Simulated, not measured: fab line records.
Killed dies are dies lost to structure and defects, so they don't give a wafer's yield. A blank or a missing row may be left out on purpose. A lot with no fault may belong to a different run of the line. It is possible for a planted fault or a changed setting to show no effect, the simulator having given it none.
fab line records || flow sky130
record: {"lots": 6, "wafers": 18, "lastDay": 50}
route steps=708 shown LDD_HVP@288 LDD_LDN@289 PAD_OPEN@708
lots with no fault: from the same line, run without faults
startH: the number of hours between the record's first day and the start of the first shown wafer of the lot || waitH: hours since the lot's step before || " the same as in the row above || L1.1+2: a single row standing in for several wafers || - either no value or no given start || * or withheld: withheld || < > ~ a bound
route shown NAME@n: names a module that has steps shown in the file, with the first one's number in the route || usual: average and standard deviation across the fault-free wafers || same: alike in all rows || chamber/n: place in a boat || sites: each site's reading || _std_site: the values' standard deviation || _edge_site: the outer-site mean with the inner-site mean subtracted || radiusMm: how far each site lies from the wafer's centre || mask NAME#n: copy n || behind: the most recent tool/chamber to have shaped the wafer || hold: why the lot was held/for how many hours/how that ended || device: whichever transistor did not switch (one of n, p or np) || end of line: at the end of the route, the tests of the same wafers || a step given without rows: its recipe and nothing more || killed: the dies lost at the first sort to structure and to defects; this is not the yield of the wafer || map: dies across one wafer; x = killed, . = not, _ = none there
set.NAME: the setting the step ran with; set.NAME@STEP: the setting that earlier step ran with || model.NAME: the simulator's own value behind a step, which no gauge read
lots seen at some steps along the route; tables by step, rows by wafer
services: a tool's chamber out of use, with start hour (startH, from the record's first day; less than 0 if before it), hours out, and reason
== steps ==
step: SKY_LDD_HVP_TW_MEAS_10
usual: {"LDD_HVP_TW": "453.4/2.3"}
{"lot.wafer": "L319.2", "tool": "filmMetro-02", "chamber": "-", "startH": 506.26, "waitH": 0.1, "LDD_HVP_TW": 455.5}
{"lot.wafer": "L319.4", "tool": "filmMetro-02", "chamber": "-", "startH": 506.26, "waitH": 0.1, "LDD_HVP_TW": 455.4}
{"lot.wafer": "L319.6", "tool": "filmMetro-02", "chamber": "-", "startH": 506.26, "waitH": 0.1, "LDD_HVP_TW": 455.2}
{"lot.wafer": "L321.2", "tool": "filmMetro-04", "chamber": "-", "startH": 516.06, "waitH": 0.1, "LDD_HVP_TW": 453.9}
{"lot.wafer": "L321.4", "tool": "filmMetro-04", "chamber": "-", "startH": 516.06, "waitH": 0.1, "LDD_HVP_TW": 453.2}
{"lot.wafer": "L321.5", "tool": "filmMetro-04", "chamber": "-", "startH": 516.06, "waitH": 0.1, "LDD_HVP_TW": 451.5}
{"lot.wafer": "L328.1", "tool": "filmMetro-03", "chamber": "-", "startH": 608.97, "waitH": 0.1, "LDD_HVP_TW": 449.9}
{"lot.wafer": "L328.3", "tool": "filmMetro-03", "chamber": "-", "startH": 608.97, "waitH": 0.1, "LDD_HVP_TW": 449.8}
{"lot.wafer": "L328.4", "tool": "filmMetro-03", "chamber": "-", "startH": 608.97, "waitH": 0.1, "LDD_HVP_TW": 449.4}
{"lot.wafer": "L326.1", "tool": "filmMetro-04", "chamber": "-", "startH": 611.27, "waitH": 0.1, "LDD_HVP_TW": 457.1}
{"lot.wafer": "L326.3", "tool": "filmMetro-04", "chamber": "-", "startH": 611.27, "waitH": 0.1, "LDD_HVP_TW": 453.0}
{"lot.wafer": "L326.6", "tool": "filmMetro-04", "chamber": "-", "startH": 611.27, "waitH": 0.1, "LDD_HVP_TW": 455.0}
{"lot.wafer": "L334.1", "tool": "filmMetro-04", "chamber": "-", "startH": 648.70, "waitH": 0.1, "LDD_HVP_TW": 452.9}
{"lot.wafer": "L334.2", "tool": "filmMetro-04", "chamber": "-", "startH": 648.70, "waitH": 0.1, "LDD_HVP_TW": 451.7}
{"lot.wafer": "L334.6", "tool": "filmMetro-04", "chamber": "-", "startH": 648.70, "waitH": 0.1, "LDD_HVP_TW": 452.7}
{"lot.wafer": "L340.1", "tool": "filmMetro-04", "chamber": "-", "startH": 676.85, "waitH": 0.1, "LDD_HVP_TW": 449.8}
{"lot.wafer": "L340.2", "tool": "filmMetro-04", "chamber": "-", "startH": 676.85, "waitH": 0.1, "LDD_HVP_TW": 448.6}
{"lot.wafer": "L340.3", "tool": "filmMetro-04", "chamber": "-", "startH": 676.85, "waitH": 0.1, "LDD_HVP_TW": 450.8}
step: SKY_LDD_LDN_DEHYDRATE_00
recipe: {"tempC": 200, "timeS": 60}
step: SKY_LDD_LDN_HMDS_01
recipe: {"primeTimeS": 60, "primeTempC": 120}
step: SKY_LDD_LDN_COAT_02
recipe: {"resist": "NOVOLAK", "spinRpm": 3000, "resistThkNm": 1140}
step: SKY_LDD_LDN_SOFTBAKE_03
recipe: {"tempC": 90, "timeS": 60, "resist": "NOVOLAK"}
step: SKY_LDD_LDN_EXPOSE_04
recipe: {"maskId": "LDNTM", "na": 0.6, "sourceShape": "conventional", "sigmaOuter": 0.6, "polarization": "unpolarized", "targetCdNm": 700, "doseMj": 140}
step: SKY_LDD_LDN_PEB_05
recipe: {"tempC": "withheld", "timeS": "*", "resist": "NOVOLAK"}
step: SKY_LDD_LDN_DEVELOP_06
recipe: {"resist": "NOVOLAK", "developer": "TMAH", "developTimeS": 60, "devTempC": 23}
step: SKY_LDD_LDN_OVL_MEAS_07
usual: {"LDD_LDN_OVL": "1.0/1.4"}
{"lot.wafer": "L319.2", "tool": "overlay-02", "chamber": "-", "startH": 535.82, "waitH": 0.1, "LDD_LDN_OVL[nm]": -0.5}
{"lot.wafer": "L319.4", "tool": "overlay-02", "chamber": "-", "startH": 535.82, "waitH": 0.1, "LDD_LDN_OVL[nm]": -0.4}
{"lot.wafer": "L319.6", "tool": "overlay-02", "chamber": "-", "startH": 535.82, "waitH": 0.1, "LDD_LDN_OVL[nm]": 1.5}
{"lot.wafer": "L321.2", "tool": "overlay-02", "chamber": "-", "startH": 545.84, "waitH": 0.1, "LDD_LDN_OVL[nm]": -1.4}
{"lot.wafer": "L321.4", "tool": "overlay-02", "chamber": "-", "startH": 545.84, "waitH": 0.1, "LDD_LDN_OVL[nm]": 0.1}
{"lot.wafer": "L321.5", "tool": "overlay-02", "chamber": "-", "startH": 545.84, "waitH": 0.1, "LDD_LDN_OVL[nm]": -1.2}
{"lot.wafer": "L328.1", "tool": "overlay-02", "chamber": "-", "startH": 637.68, "waitH": 0.1, "LDD_LDN_OVL[nm]": -0.9}
{"lot.wafer": "L328.3", "tool": "overlay-02", "chamber": "-", "startH": 637.68, "waitH": 0.1, "LDD_LDN_OVL[nm]": 1.5}
{"lot.wafer": "L328.4", "tool": "overlay-02", "chamber": "-", "startH": 637.68, "waitH": 0.1, "LDD_LDN_OVL[nm]": 0.4}
{"lot.wafer": "L326.1", "tool": "overlay-01", "chamber": "-", "startH": 639.96, "waitH": 0.1, "LDD_LDN_OVL[nm]": 0.0}
{"lot.wafer": "L326.3", "tool": "overlay-01", "chamber": "-", "startH": 639.96, "waitH": 0.1, "LDD_LDN_OVL[nm]": -0.2}
{"lot.wafer": "L326.6", "tool": "overlay-01", "chamber": "-", "startH": 639.96, "waitH": 0.1, "LDD_LDN_OVL[nm]": 0.9}
{"lot.wafer": "L334.1", "tool": "overlay-02", "chamber": "-", "startH": 676.94, "waitH": 0.1, "LDD_LDN_OVL[nm]": 1.6}
{"lot.wafer": "L334.2", "tool": "overlay-02", "chamber": "-", "startH": 676.94, "waitH": 0.1, "LDD_LDN_OVL[nm]": 1.7}
{"lot.wafer": "L334.6", "tool": "overlay-02", "chamber": "-", "startH": 676.94, "waitH": 0.1, "LDD_LDN_OVL[nm]": 4.5}
{"lot.wafer": "L340.1", "tool": "overlay-01", "chamber": "-", "startH": 705.58, "waitH": 0.1, "LDD_LDN_OVL[nm]": 0.8}
{"lot.wafer": "L340.2", "tool": "overlay-01", "chamber": "-", "startH": 705.58, "waitH": 0.1, "LDD_LDN_OVL[nm]": 1.1}
{"lot.wafer": "L340.3", "tool": "overlay-01", "chamber": "-", "startH": 705.58, "waitH": 0.1, "LDD_LDN_OVL[nm]": -1.4}
step: SKY_LDD_LDN_IMPLANT_08
recipe: {"species": "As", "energyKev": 15, "doseCm2": 1.25e+13, "tiltDeg": "withheld", "rotationDeg": 23}
step: SKY_LDD_LDN_IMPLANT_09
recipe: {"species": "As", "energyKev": 15, "doseCm2": 1.25e+13, "tiltDeg": "withheld", "rotationDeg": 113}
step: SKY_LDD_LDN_IMPLANT_10
recipe: {"species": "As", "energyKev": 15, "doseCm2": 1.25e+13, "tiltDeg": "withheld", "rotationDeg": 203}
step: SKY_LDD_LDN_IMPLANT_11
recipe: {"species": "As", "energyKev": 15, "doseCm2": 1.25e+13, "tiltDeg": "withheld", "rotationDeg": 293}
usual: {"beamEnergyKeV": "14.999/0.0045"}
same: {"implantIonAmu": 75}
{"lot.wafer": "L319.2", "tool": "implanter-02", "chamber": 0, "startH": 536.32, "waitH": 0.1, "beamEnergyKeV": 15.002, "model.implant.rpNm": 12.3, "model.implant.drpNm": 5.933}
{"lot.wafer": "L319.4", "tool": "implanter-02", "chamber": 0, "startH": 536.32, "waitH": 0.1, "beamEnergyKeV": 15.000, "model.implant.rpNm": 12.3, "model.implant.drpNm": 5.933}
{"lot.wafer": "L319.6", "tool": "implanter-02", "chamber": 0, "startH": 536.32, "waitH": 0.1, "beamEnergyKeV": 14.995, "model.implant.rpNm": 12.3, "model.implant.drpNm": 5.933}
{"lot.wafer": "L321.2", "tool": "implanter-01", "chamber": 0, "startH": 546.34, "waitH": 0.1, "beamEnergyKeV": 15.005, "model.implant.rpNm": 13.4, "model.implant.drpNm": 5.933}
{"lot.wafer": "L321.4", "tool": "implanter-01", "chamber": 0, "startH": 546.34, "waitH": 0.1, "beamEnergyKeV": 14.992, "model.implant.rpNm": 13.4, "model.implant.drpNm": 5.933}
{"lot.wafer": "L321.5", "tool": "implanter-01", "chamber": 0, "startH": 546.34, "waitH": 0.1, "beamEnergyKeV": 14.997, "model.implant.rpNm": 13.4, "model.implant.drpNm": 5.933}
{"lot.wafer": "L328.1", "tool": "implanter-02", "chamber": 0, "startH": 638.17, "waitH": 0.1, "beamEnergyKeV": 15.704, "model.implant.rpNm": 13.81, "model.implant.drpNm": 6.117}
{"lot.wafer": "L328.3", "tool": "implanter-02", "chamber": 0, "startH": 638.17, "waitH": 0.1, "beamEnergyKeV": 15.698, "model.implant.rpNm": 13.81, "model.implant.drpNm": 6.117}
{"lot.wafer": "L328.4", "tool": "implanter-02", "chamber": 0, "startH": 638.17, "waitH": 0.1, "beamEnergyKeV": 15.701, "model.implant.rpNm": 13.81, "model.implant.drpNm": 6.117}
{"lot.wafer": "L326.1", "tool": "implanter-02", "chamber": 0, "startH": 640.44, "waitH": 0.1, "beamEnergyKeV": 15.710, "model.implant.rpNm": 13.35, "model.implant.drpNm": 6.117}
{"lot.wafer": "L326.3", "tool": "implanter-02", "chamber": 0, "startH": 640.44, "waitH": 0.1, "beamEnergyKeV": 15.703, "model.implant.rpNm": 13.35, "model.implant.drpNm": 6.117}
{"lot.wafer": "L326.6", "tool": "implanter-02", "chamber": 0, "startH": 640.44, "waitH": 0.1, "beamEnergyKeV": 15.706, "model.implant.rpNm": 13.35, "model.implant.drpNm": 6.117}
{"lot.wafer": "L334.1", "tool": "implanter-01", "chamber": 0, "startH": 677.43, "waitH": 0.1, "beamEnergyKeV": 14.999, "model.implant.rpNm": 12.75, "model.implant.drpNm": 5.933}
{"lot.wafer": "L334.2", "tool": "implanter-01", "chamber": 0, "startH": 677.43, "waitH": 0.1, "beamEnergyKeV": 14.991, "model.implant.rpNm": 12.75, "model.implant.drpNm": 5.933}
{"lot.wafer": "L334.6", "tool": "implanter-01", "chamber": 0, "startH": 677.43, "waitH": 0.1, "beamEnergyKeV": 15.002, "model.implant.rpNm": 12.75, "model.implant.drpNm": 5.933}
{"lot.wafer": "L340.1", "tool": "implanter-01", "chamber": 0, "startH": 706.07, "waitH": 0.1, "beamEnergyKeV": 15.003, "model.implant.rpNm": 12.76, "model.implant.drpNm": 5.933}
{"lot.wafer": "L340.2", "tool": "implanter-01", "chamber": 0, "startH": 706.07, "waitH": 0.1, "beamEnergyKeV": 15.001, "model.implant.rpNm": 12.76, "model.implant.drpNm": 5.933}
{"lot.wafer": "L340.3", "tool": "implanter-01", "chamber": 0, "startH": 706.07, "waitH": 0.1, "beamEnergyKeV": 14.997, "model.implant.rpNm": 12.76, "model.implant.drpNm": 5.933}
step: SKY_LDD_LDN_STRIP_12
recipe: {"chemistry": "O2/N2", "powerW": 1400, "pressureMtorr": 1500, "platenTempC": "withheld", "o2FlowSccm": 3000, "n2FlowSccm": 300, "overashFraction": 0.5}
usual: {"drypumpMotorCurrentA": "5.5/0.41", "o2FlowSccm": "3000/9.7", "oesProductAu": "0.716/0.0042", "stripTimeToEndpointS": "14.20/0.035"}
{"lot.wafer": "L319.2", "tool": "plasmaAsher-01", "chamber": 0, "startH": 536.45, "waitH": 0.1, "drypumpMotorCurrentA": 4.9, "o2FlowSccm": 2996, "oesProductAu": 0.717, "rfHoursCounterH": 44, "stripTimeToEndpointS": 14.23}
{"lot.wafer": "L319.4", "tool": "plasmaAsher-01", "chamber": 1, "startH": 536.45, "waitH": 0.1, "drypumpMotorCurrentA": 5.7, "o2FlowSccm": 3012, "oesProductAu": 0.718, "rfHoursCounterH": "-", "stripTimeToEndpointS": 14.21}
{"lot.wafer": "L319.6", "tool": "plasmaAsher-01", "chamber": 0, "startH": 536.45, "waitH": 0.1, "drypumpMotorCurrentA": 4.9, "o2FlowSccm": 3006, "oesProductAu": 0.716, "rfHoursCounterH": "-", "stripTimeToEndpointS": 14.21}
{"lot.wafer": "L321.2", "tool": "plasmaAsher-01", "chamber": 0, "startH": 546.47, "waitH": 0.1, "drypumpMotorCurrentA": 4.9, "o2FlowSccm": 2986, "oesProductAu": 0.717, "rfHoursCounterH": 45, "stripTimeToEndpointS": 14.23}
{"lot.wafer": "L321.4", "tool": "plasmaAsher-01", "chamber": 0, "startH": 546.47, "waitH": 0.1, "drypumpMotorCurrentA": 4.9, "o2FlowSccm": 2992, "oesProductAu": 0.716, "rfHoursCounterH": "-", "stripTimeToEndpointS": 14.27}
{"lot.wafer": "L321.5", "tool": "plasmaAsher-01", "chamber": 1, "startH": 546.47, "waitH": 0.1, "drypumpMotorCurrentA": 5.7, "o2FlowSccm": 3005, "oesProductAu": 0.722, "rfHoursCounterH": "-", "stripTimeToEndpointS": 14.23}
{"lot.wafer": "L328.1", "tool": "plasmaAsher-01", "chamber": 0, "startH": 638.32, "waitH": 0.1, "drypumpMotorCurrentA": 4.9, "o2FlowSccm": 2992, "oesProductAu": 0.715, "rfHoursCounterH": 54, "stripTimeToEndpointS": 14.24}
{"lot.wafer": "L328.3", "tool": "plasmaAsher-01", "chamber": 0, "startH": 638.32, "waitH": 0.1, "drypumpMotorCurrentA": 5.0, "o2FlowSccm": 3008, "oesProductAu": 0.718, "rfHoursCounterH": "-", "stripTimeToEndpointS": 14.24}
{"lot.wafer": "L328.4", "tool": "plasmaAsher-01", "chamber": 1, "startH": 638.32, "waitH": 0.1, "drypumpMotorCurrentA": 5.7, "o2FlowSccm": 2991, "oesProductAu": 0.718, "rfHoursCounterH": "-", "stripTimeToEndpointS": 14.26}
{"lot.wafer": "L326.1", "tool": "plasmaAsher-02", "chamber": 1, "startH": 640.59, "waitH": 0.1, "drypumpMotorCurrentA": 5.2, "o2FlowSccm": 3001, "oesProductAu": 0.717, "rfHoursCounterH": 82, "stripTimeToEndpointS": 14.19}
{"lot.wafer": "L326.3", "tool": "plasmaAsher-02", "chamber": 0, "startH": 640.59, "waitH": 0.1, "drypumpMotorCurrentA": 6.1, "o2FlowSccm": 2996, "oesProductAu": 0.724, "rfHoursCounterH": "-", "stripTimeToEndpointS": 14.19}
{"lot.wafer": "L326.6", "tool": "plasmaAsher-02", "chamber": 1, "startH": 640.59, "waitH": 0.1, "drypumpMotorCurrentA": 5.2, "o2FlowSccm": 2991, "oesProductAu": 0.720, "rfHoursCounterH": "-", "stripTimeToEndpointS": 14.19}
{"lot.wafer": "L334.1", "tool": "plasmaAsher-01", "chamber": 1, "startH": 677.58, "waitH": 0.1, "drypumpMotorCurrentA": 5.7, "o2FlowSccm": 3003, "oesProductAu": 0.718, "rfHoursCounterH": 58, "stripTimeToEndpointS": 14.15}
{"lot.wafer": "L334.2", "tool": "plasmaAsher-01", "chamber": 0, "startH": 677.58, "waitH": 0.1, "drypumpMotorCurrentA": 4.9, "o2FlowSccm": 2997, "oesProductAu": 0.708, "rfHoursCounterH": 58, "stripTimeToEndpointS": 14.11}
{"lot.wafer": "L334.6", "tool": "plasmaAsher-01", "chamber": 1, "startH": 677.58, "waitH": 0.1, "drypumpMotorCurrentA": 5.7, "o2FlowSccm": 3027, "oesProductAu": 0.719, "rfHoursCounterH": "-", "stripTimeToEndpointS": 14.17}
{"lot.wafer": "L340.1", "tool": "plasmaAsher-02", "chamber": 0, "startH": 706.22, "waitH": 0.1, "drypumpMotorCurrentA": 6.1, "o2FlowSccm": 2992, "oesProductAu": 0.719, "rfHoursCounterH": 88, "stripTimeToEndpointS": 14.19}
{"lot.wafer": "L340.2", "tool": "plasmaAsher-02", "chamber": 1, "startH": 706.22, "waitH": 0.1, "drypumpMotorCurrentA": 5.2, "o2FlowSccm": 3021, "oesProductAu": 0.717, "rfHoursCounterH": 88, "stripTimeToEndpointS": 14.11}
{"lot.wafer": "L340.3", "tool": "plasmaAsher-02", "chamber": 0, "startH": 706.22, "waitH": 0.1, "drypumpMotorCurrentA": 6.1, "o2FlowSccm": 2997, "oesProductAu": 0.714, "rfHoursCounterH": "-", "stripTimeToEndpointS": 14.17}
step: SKY_PAD_OPEN_PROBE_99
usual: {"killed_at_M0_to_M3": "44/6.2", "killed_at_M4_up": "3.3/1.8", "killedAtContacts": "25/5.8", "killedAtFrontEnd": "15/4", "killedAtOther": "0.3/0.49", "killedDies": "88/8.8", "killedOpen": "48/6.5", "killedShort": "39/6.3"}
same: {"grossDies": 492, "killedAtBackSide": 0}
{"lot.wafer": "L319.2", "tool": "prober-02", "chamber": "-", "startH": 1084.16, "waitH": 0.1, "killed_at_M0_to_M3": 49, "killed_at_M4_up": 8, "killedAtContacts": 23, "killedAtFrontEnd": 21, "killedAtOther": 0, "killedDies": 101, "killedOpen": 47, "killedShort": 54}
{"lot.wafer": "L319.4", "tool": "prober-02", "chamber": "-", "startH": 1084.26, "waitH": 0.2, "killed_at_M0_to_M3": 41, "killed_at_M4_up": 3, "killedAtContacts": 24, "killedAtFrontEnd": 20, "killedAtOther": 1, "killedDies": 89, "killedOpen": 58, "killedShort": 31}
{"lot.wafer": "L319.6", "tool": "prober-02", "chamber": "-", "startH": 1084.36, "waitH": 0.2, "killed_at_M0_to_M3": 45, "killed_at_M4_up": 1, "killedAtContacts": 24, "killedAtFrontEnd": 8, "killedAtOther": 0, "killedDies": 78, "killedOpen": 40, "killedShort": 38}
{"lot.wafer": "L321.2", "tool": "prober-01", "chamber": "-", "startH": 1096.95, "waitH": 0.1, "killed_at_M0_to_M3": 50, "killed_at_M4_up": 3, "killedAtContacts": 19, "killedAtFrontEnd": 16, "killedAtOther": 0, "killedDies": 88, "killedOpen": 41, "killedShort": 47}
{"lot.wafer": "L321.4", "tool": "prober-01", "chamber": "-", "startH": 1097.05, "waitH": 0.2, "killed_at_M0_to_M3": 28, "killed_at_M4_up": 4, "killedAtContacts": 18, "killedAtFrontEnd": 10, "killedAtOther": 2, "killedDies": 62, "killedOpen": 40, "killedShort": 22}
{"lot.wafer": "L321.5", "tool": "prober-01", "chamber": "-", "startH": 1097.10, "waitH": 0.2, "killed_at_M0_to_M3": 45, "killed_at_M4_up": 5, "killedAtContacts": 24, "killedAtFrontEnd": 11, "killedAtOther": 0, "killedDies": 85, "killedOpen": 46, "killedShort": 39}
{"lot.wafer": "L328.1", "tool": "prober-01", "chamber": "-", "startH": 1153.06, "waitH": 0.1, "killed_at_M0_to_M3": 46, "killed_at_M4_up": 2, "killedAtContacts": 24, "killedAtFrontEnd": 14, "killedAtOther": 1, "killedDies": 87, "killedOpen": 54, "killedShort": 33}
{"lot.wafer": "L328.3", "tool": "prober-01", "chamber": "-", "startH": 1153.16, "waitH": 0.2, "killed_at_M0_to_M3": 43, "killed_at_M4_up": 4, "killedAtContacts": 20, "killedAtFrontEnd": 12, "killedAtOther": 0, "killedDies": 79, "killedOpen": 47, "killedShort": 32}
{"lot.wafer": "L328.4", "tool": "prober-01", "chamber": "-", "startH": 1153.21, "waitH": 0.2, "killed_at_M0_to_M3": 51, "killed_at_M4_up": 3, "killedAtContacts": 26, "killedAtFrontEnd": 17, "killedAtOther": 0, "killedDies": 97, "killedOpen": 57, "killedShort": 40}
{"lot.wafer": "L326.1", "tool": "prober-01", "chamber": "-", "startH": 1157.20, "waitH": 0.1, "killed_at_M0_to_M3": 35, "killed_at_M4_up": 4, "killedAtContacts": 28, "killedAtFrontEnd": 14, "killedAtOther": 0, "killedDies": 81, "killedOpen": 44, "killedShort": 37}
{"lot.wafer": "L326.3", "tool": "prober-01", "chamber": "-", "startH": 1157.30, "waitH": 0.2, "killed_at_M0_to_M3": 46, "killed_at_M4_up": 1, "killedAtContacts": 26, "killedAtFrontEnd": 13, "killedAtOther": 0, "killedDies": 86, "killedOpen": 45, "killedShort": 41}
{"lot.wafer": "L326.6", "tool": "prober-01", "chamber": "-", "startH": 1157.45, "waitH": 0.2, "killed_at_M0_to_M3": 43, "killed_at_M4_up": 3, "killedAtContacts": 26, "killedAtFrontEnd": 20, "killedAtOther": 1, "killedDies": 93, "killedOpen": 52, "killedShort": 41}
{"lot.wafer": "L334.1", "tool": "prober-02", "chamber": "-", "startH": 1182.67, "waitH": 0.1, "killed_at_M0_to_M3": 49, "killed_at_M4_up": 2, "killedAtContacts": 24, "killedAtFrontEnd": 11, "killedAtOther": 1, "killedDies": 87, "killedOpen": 48, "killedShort": 39}
{"lot.wafer": "L334.2", "tool": "prober-02", "chamber": "-", "startH": 1182.72, "waitH": 0.1, "killed_at_M0_to_M3": 46, "killed_at_M4_up": 5, "killedAtContacts": 23, "killedAtFrontEnd": 23, "killedAtOther": 1, "killedDies": 98, "killedOpen": 60, "killedShort": 35}
{"lot.wafer": "L334.6", "tool": "prober-02", "chamber": "-", "startH": 1182.92, "waitH": 0.2, "killed_at_M0_to_M3": 43, "killed_at_M4_up": 3, "killedAtContacts": 26, "killedAtFrontEnd": 10, "killedAtOther": 0, "killedDies": 82, "killedOpen": 42, "killedShort": 39}
{"lot.wafer": "L340.1", "tool": "prober-02", "chamber": "-", "startH": 1199.87, "waitH": 0.1, "killed_at_M0_to_M3": 36, "killed_at_M4_up": 3, "killedAtContacts": 32, "killedAtFrontEnd": 13, "killedAtOther": 0, "killedDies": 84, "killedOpen": 53, "killedShort": 31}
{"lot.wafer": "L340.2", "tool": "prober-02", "chamber": "-", "startH": 1199.92, "waitH": 0.1, "killed_at_M0_to_M3": 37, "killed_at_M4_up": 2, "killedAtContacts": 34, "killedAtFrontEnd": 18, "killedAtOther": 0, "killedDies": 91, "killedOpen": 44, "killedShort": 46}
{"lot.wafer": "L340.3", "tool": "prober-02", "chamber": "-", "startH": 1199.97, "waitH": 0.2, "killed_at_M0_to_M3": 51, "killed_at_M4_up": 1, "killedAtContacts": 16, "killedAtFrontEnd": 15, "killedAtOther": 0, "killedDies": 83, "killedOpen": 47, "killedShort": 36}
killed by level:class
L319.2 CONTACT:geometricParticle:open=11 VIA1:geometricParticle:open=9 METAL2:geometricParticle:short=8 VIA3:geometricParticle:open=8 FIELD_ISO:geometricParticle:short=7 VIA1:geometricParticle:short=6 METAL3:geometricParticle:short=6 METAL4:geometricParticle:short=5
L319.4 CONTACT:geometricParticle:open=13 VIA1:geometricParticle:open=11 FIELD_ISO:geometricParticle:open=7 LI_CONTACT:geometricParticle:open=6 VIA2:geometricParticle:short=6 VIA2:geometricParticle:open=5 VIA3:geometricParticle:open=5 POLY_GATE:geometricParticle:short=4
L319.6 VIA1:geometricParticle:open=13 LI_CONTACT:geometricParticle:open=6 METAL2:geometricParticle:short=6 LOCAL_INTERCONNECT:geometricParticle:short=6 CONTACT:geometricParticle:open=6 VIA2:geometricParticle:open=6 METAL1:geometricParticle:short=5 CONTACT:geometricParticle:short=4
L321.2 VIA2:geometricParticle:open=10 METAL2:geometricParticle:short=9 CONTACT:geometricParticle:open=7 VIA1:geometricParticle:short=7 FIELD_ISO:geometricParticle:short=6 LI_CONTACT:geometricParticle:open=6 METAL1:geometricParticle:short=6 POLY_GATE:geometricParticle:short=4
L321.4 CONTACT:geometricParticle:open=7 VIA1:geometricParticle:open=7 VIA3:geometricParticle:open=6 LI_CONTACT:geometricParticle:open=6 VIA2:geometricParticle:open=4 METAL4:geometricParticle:short=3 SONOS_ONO:geometricParticle:open=2 POLY_GATE:geometricParticle:short=2
L321.5 VIA2:geometricParticle:open=14 LI_CONTACT:geometricParticle:open=7 CONTACT:geometricParticle:short=7 METAL2:geometricParticle:short=7 VIA1:geometricParticle:open=5 CONTACT:geometricParticle:open=4 METAL4:geometricParticle:short=4 POLY_GATE:geometricParticle:open=3
L328.1 VIA2:geometricParticle:open=13 CONTACT:geometricParticle:open=13 VIA1:geometricParticle:open=7 VIA1:geometricParticle:short=7 FIELD_ISO:geometricParticle:short=6 VIA3:geometricParticle:open=6 CONTACT:geometricParticle:short=5 FIELD_ISO:geometricParticle:open=4
L328.3 CONTACT:geometricParticle:open=10 VIA2:geometricParticle:open=9 VIA1:geometricParticle:open=7 METAL1:geometricParticle:short=6 LI_CONTACT:geometricParticle:open=5 FIELD_ISO:geometricParticle:short=4 POLY_GATE:geometricParticle:short=4 VIA3:geometricParticle:open=4
L328.4 VIA2:geometricParticle:open=12 CONTACT:geometricParticle:open=11 VIA3:geometricParticle:open=11 VIA1:geometricParticle:open=10 FIELD_ISO:geometricParticle:open=6 CONTACT:geometricParticle:short=6 FIELD_ISO:geometricParticle:short=4 LOCAL_INTERCONNECT:geometricParticle:short=4
L326.1 CONTACT:geometricParticle:open=13 LI_CONTACT:geometricParticle:open=8 VIA1:geometricParticle:open=7 METAL1:geometricParticle:short=6 METAL2:geometricParticle:short=5 FIELD_ISO:geometricParticle:short=4 VIA2:geometricParticle:short=4 VIA3:geometricParticle:open=4
L326.3 LI_CONTACT:geometricParticle:open=8 CONTACT:geometricParticle:short=8 VIA1:geometricParticle:open=8 VIA3:geometricParticle:open=7 VIA2:geometricParticle:open=7 CONTACT:geometricParticle:open=6 VIA1:geometricParticle:short=5 POLY_GATE:geometricParticle:open=4
L326.6 CONTACT:geometricParticle:open=10 METAL1:geometricParticle:short=8 LI_CONTACT:geometricParticle:open=7 VIA3:geometricParticle:open=7 POLY_GATE:geometricParticle:open=6 POLY_GATE:geometricParticle:short=6 VIA1:geometricParticle:open=6 VIA2:geometricParticle:open=5
L334.1 VIA1:geometricParticle:open=16 CONTACT:geometricParticle:open=9 VIA2:geometricParticle:open=7 METAL1:geometricParticle:short=7 METAL2:geometricParticle:short=6 CONTACT:geometricParticle:short=5 LOCAL_INTERCONNECT:geometricParticle:short=5 POLY_GATE:geometricParticle:short=4
L334.2 VIA2:geometricParticle:open=10 VIA3:geometricParticle:open=10 CONTACT:geometricParticle:open=9 FIELD_ISO:geometricParticle:open=7 POLY_GATE:geometricParticle:open=7 METAL2:geometricParticle:short=6 LI_CONTACT:geometricParticle:open=6 VIA1:geometricParticle:open=6
L334.6 LI_CONTACT:geometricParticle:open=10 VIA3:geometricParticle:open=9 CONTACT:geometricParticle:open=7 CONTACT:geometricParticle:short=6 VIA2:geometricParticle:short=5 VIA1:geometricParticle:short=5 METAL1:geometricParticle:short=4 VIA1:geometricParticle:open=4
L340.1 CONTACT:geometricParticle:open=14 VIA1:geometricParticle:open=9 CONTACT:geometricParticle:short=7 VIA3:geometricParticle:open=6 LI_CONTACT:geometricParticle:open=5 FIELD_ISO:geometricParticle:open=4 FIELD_ISO:geometricParticle:short=4 VIA1:geometricParticle:short=4
L340.2 CONTACT:geometricParticle:open=12 VIA1:geometricParticle:open=9 LI_CONTACT:geometricParticle:open=8 CONTACT:geometricParticle:short=8 VIA1:geometricParticle:short=6 FIELD_ISO:geometricParticle:short=5 POLY_GATE:geometricParticle:short=5 METAL3:geometricParticle:short=5
L340.3 VIA2:geometricParticle:open=10 VIA1:geometricParticle:open=9 FIELD_ISO:geometricParticle:open=7 METAL2:geometricParticle:short=7 CONTACT:geometricParticle:open=6 METAL1:geometricParticle:short=6 VIA3:geometricParticle:open=6 VIA1:geometricParticle:short=5
== services ==
{"tool": "implanter-02", "chamber": "-", "startH": 518.53, "hours": 4.0, "kind": "pm"}
{"tool": "implanter-02", "chamber": "-", "startH": 561.56, "hours": 4.1, "kind": "repair"}
{"tool": "implanter-02", "chamber": "-", "startH": 623.38, "hours": 2.7, "kind": "repair"}
{"tool": "implanter-02", "chamber": "-", "startH": 647.60, "hours": 0.6, "kind": "repair"}
{"tool": "implanter-02", "chamber": "-", "startH": 694.01, "hours": 4.9, "kind": "pm"}
== key ==
firstSign: {"step": "SKY_LDD_LDN_IMPLANT_11", "reading": "beamEnergyKeV", "direction": "up", "sigmas": "99+", "usual": "*", "struck": "*"}
effect none on later readings
modelEffect: {"step": "SKY_LDD_LDN_IMPLANT_11", "value": "implant.rpNm", "without": 13.15, "struck": 13.58}
metAt SKY_LDD_LDN_IMPLANT_11
struckWafers L326.1,L326.3,L326.6,L328.1,L328.3,L328.4
testerLeftOut L326,L328
onsetBetween 536.32 638.17
fault: {"kind": "processParameterDrift", "tool": "implanter-02", "chamber": "-", "onsetH": 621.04, "steps": "SKY_LDD_LDN_IMPLANT_11", "channel": "energyKev", "offset": "*", "shape": "step", "endH": 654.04, "actsIn": "*", "stated": "*"}
testerLeftOut: of these lots the tester's yield and bins aren't shown, on N5 and GAA mostly nor the transistor test; their killed dies are dies lost to structure and defects alone, not to doping, threshold or leakage, so they don't give the yield
